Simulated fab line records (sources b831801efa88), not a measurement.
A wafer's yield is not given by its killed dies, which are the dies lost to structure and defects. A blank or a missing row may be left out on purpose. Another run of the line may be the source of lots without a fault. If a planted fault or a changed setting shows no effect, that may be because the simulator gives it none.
Chamber matching	flow sky130	4 sister chambers for SKY_CONTACT_ETCH_16 on rie-diel-03
The step etches BARC in N2/H2, stops on SiO2, time 45.9 s, target depth 60 nm. 8 wafers are shown with their chamber, then 8 later ones without.

EACH WAFER AND ITS CHAMBER
wafer	chamber	drypump-motor-current-A (A)	rf-fwd-power-W (W)
L084.4	1	5.0	498.7
L084.6	2	6.0	491.7
L085.5	2	6.0	494.0
L085.6	3	5.8	490.0
L086.2	3	5.9	491.5
L086.4	0	4.6	495.7
L086.6	0	4.6	496.1
L087.2	1	5.0	495.0

WAFERS WITH NO CHAMBER GIVEN
wafer	drypump-motor-current-A (A)	rf-fwd-power-W (W)
L087.4	4.6	496.1
L087.5	4.6	498.3
L090.1	5.9	492.3
L090.4	5.8	491.8
L090.6	5.0	495.4
L097.2	5.8	488.7
L097.4	6.0	495.0
L097.6	4.6	498.0

THE CHAMBER EACH PASSED THROUGH
wafer	from the rows above	in truth
L087.4	0	0
L087.5	0	0
L090.1	can't be placed: 3 or 2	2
L090.4	3	3
L090.6	1	1
L097.2	3	3
L097.4	2	2
L097.6	0	0
7 of 8 placed correctly. From these rows, 1 cannot be placed; in 1 the true chamber is one of the candidates. Placed wrongly: 0.
How it was worked out, from the rows above alone: a wafer's distance from a chamber is the root of the sum, over the readings, of the square of ((its reading less the chamber's mean) divided by the reading's scatter). If the next closest chamber is less than 2 further off than the closest, the wafer can't be placed; otherwise it belongs to the closest. For every chamber, the mean is computed from those of its wafers that are shown. The scatter: take each reading less its chamber's mean, square it, sum over the shown wafers, divide by the number of wafers less the number of chambers, and take the root.
